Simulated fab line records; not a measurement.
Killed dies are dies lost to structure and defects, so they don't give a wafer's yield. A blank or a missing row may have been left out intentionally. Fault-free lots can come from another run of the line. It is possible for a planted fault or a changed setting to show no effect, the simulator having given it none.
Which of the tools did it? -- flow gf180mcu -- Sampling: 13 lots, 39 wafers, 4 of 602 route steps

WHAT THE GAUGES READ, wafer by wafer
GF_STI_THK_MEAS_04. Usual: for STI_CVD_03_THK the level is 207.2 nm and the standard deviation is 2.3.
lot,measured,on,STI_CVD_03_THK (nm),flag
L497,day 1 19:34,film-metro-01,204.7 205.9 205.9,
L499,day 2 04:34,film-metro-01,206.1 208.5 206.2,
L500,day 2 10:35,film-metro-02,208.0 207.4 208.5,
L501,day 2 16:19,film-metro-01,206.1 204.2 204.8,
L502,day 2 21:23,film-metro-01,205.5 203.3 205.3,
L503,day 3 01:16,film-metro-04,204.8 204.5 205.4,
L504,day 3 05:34,film-metro-01,207.8 208.6 208.5,
L505,day 3 10:34,film-metro-04,204.6 204.5 205.1,
L506,day 3 16:33,film-metro-02,205.9 206.1 206.0,
L514,day 5 10:17,film-metro-04,206.5 205.6 208.7,
L515,day 5 15:05,film-metro-02,213.1 209.5 212.8,
L518,day 6 03:34,film-metro-02,208.3 208.2 210.2,
L519,day 6 08:34,film-metro-02,207.5 208.9 209.9,

GF_HV_LDD_THK_MEAS_57. Usual: for HV_LDD_CVD_56_THK the level is 90.3 nm and the standard deviation is 0.86.
lot,measured,on,HV_LDD_CVD_56_THK (nm),flag
L497,day 12 23:38,film-metro-02,91.1 91.4 90.9,
L499,day 13 16:39,film-metro-04,90.7 90.8 91.2,
L500,day 14 06:05,film-metro-03,90.3 90.6 90.1,
L501,day 14 09:05,film-metro-03,90.4 90.1 89.7,
L502,day 14 14:08,film-metro-04,90.1 89.7 90.2,
L503,day 14 20:59,film-metro-03,89.2 89.8 89.2,
L504,day 15 08:09,film-metro-02,90.2 90.0 90.8,
L505,day 15 11:54,film-metro-02,90.6 90.2 90.3,
L506,day 15 21:50,film-metro-04,89.9 89.7 90.1,
L514,day 18 16:28,film-metro-02,91.2 90.4 89.9,
L515,day 19 03:17,film-metro-04,91.7 91.8 92.3,
L518,day 20 02:09,film-metro-03,89.6 89.6 89.7,
L519,day 20 07:34,film-metro-02,89.7 90.1 90.2,

EACH LOT AND THE TOOL THAT RAN IT (in order: tool; ch and the chambers of the sampled wafers; start)
lot,GF_VT_IMPLANT_COAT_02,GF_VT_IMPLANT_STRIP_09
L497,"litho-track-01 ch 0, day 5 13:13","plasma-asher-02 ch 0,1, day 5 20:25"
L499,"litho-track-03 ch 0, day 6 03:32","plasma-asher-01 ch 0,1, day 6 11:44"
L500,"litho-track-03 ch 0, day 6 08:52","plasma-asher-01 ch 0,1, day 6 17:17"
L501,"litho-track-01 ch 0, day 6 17:52","plasma-asher-04 ch 0,1, day 7 01:49"
L502,"litho-track-01 ch 0, day 6 21:17","plasma-asher-04 ch 0,1, day 7 05:32"
L503,"litho-track-01 ch 0, day 7 04:46","plasma-asher-04 ch 0,1, day 7 13:11"
L504,"litho-track-01 ch 0, day 7 11:25","plasma-asher-02 ch 0,1, day 7 19:41"
L505,"litho-track-04 ch 0, day 7 15:00","plasma-asher-02 ch 0,1, day 7 23:32"
L506,"litho-track-04 ch 0, day 7 22:06","plasma-asher-02 ch 0,1, day 8 06:59"
L514,"litho-track-04 ch 0, day 9 22:59","plasma-asher-01 ch 0,1, day 10 08:08"
L515,"litho-track-04 ch 0, day 10 06:00","plasma-asher-04 ch 0,1, day 10 15:28"
L518,"litho-track-03 ch 0, day 10 20:35","plasma-asher-04 ch 0,1, day 11 06:14"
L519,"litho-track-04 ch 0, day 11 02:47","plasma-asher-01 ch 0,1, day 11 12:53"
- GF_VT_IMPLANT_COAT_02: resist thk 1000 nm.
- GF_VT_IMPLANT_STRIP_09: strips in O2/N2.

AS READ BY THE TOOLS THEMSELVES (means over the sampled wafers that have a number; for cases with no such wafer, the mark the record gives instead)
GF_VT_IMPLANT_STRIP_09. Usual: drypump-motor-current-A 5.5 A, standard deviation 0.5; heater-power-w 322 W, standard deviation 16; oes-product-au 0.716 a.u., standard deviation 0.0048; strip-time-to-endpoint-s 12.63 s, standard deviation 0.04.
lot,tool,drypump-motor-current-A (A),heater-power-w (W),oes-product-au (a.u.),strip-time-to-endpoint-s (s),flag
L497,plasma-asher-02,5.8,303,0.713,12.63,
L499,plasma-asher-01,5.3,334,0.720,12.63,
L500,plasma-asher-01,5.3,337,0.716,12.64,
L501,plasma-asher-04,5.2,318,0.717,12.60,
L502,plasma-asher-04,5.2,329,0.716,12.65,
L503,plasma-asher-04,5.2,327,0.715,12.49,OFF
L504,plasma-asher-02,5.8,303,0.721,12.47,OFF
L505,plasma-asher-02,5.9,305,0.718,12.68,
L506,plasma-asher-02,5.8,306,0.713,12.68,
L514,plasma-asher-01,5.3,332,0.717,12.66,
L515,plasma-asher-04,5.5,329,0.718,12.69,
L518,plasma-asher-04,5.2,326,0.715,12.58,
L519,plasma-asher-01,5.3,333,0.714,12.64,

THE ANSWER, worked out from the rows above alone
Rule: a lot is off if the mean of its wafers that have a number lies more than 3 standard deviations from the usual mean. A lot without any number at a reading at which 4 lots or more have one is off too. Where the step has rows for the other lots, those lots are counted as sound. Order of review: gauges by route order, followed by the tools' own readings, for which a lot's mean as printed above is used. At the first step where some lot is off, the reading lying furthest off is the one used; lots without a number count as furthest.
Off, at GF_VT_IMPLANT_STRIP_09 on strip-time-to-endpoint-s: L503, L504.
If a tool, at that step or one of the process steps before it, ran each lot that is off and ran no sound lot following the first of them, it fits. One fits: GF_VT_IMPLANT_COAT_02 on litho-track-01. A fault onset in the window from L502 (day 6 21:17, its last sound lot) to L503 (day 7 04:46, its first lot off) fits.

WHAT WAS PUT IN BY THE SIMULATOR
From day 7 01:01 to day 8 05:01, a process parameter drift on litho-track-01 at GF_VT_IMPLANT_COAT_02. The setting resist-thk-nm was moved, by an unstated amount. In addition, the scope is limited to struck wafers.
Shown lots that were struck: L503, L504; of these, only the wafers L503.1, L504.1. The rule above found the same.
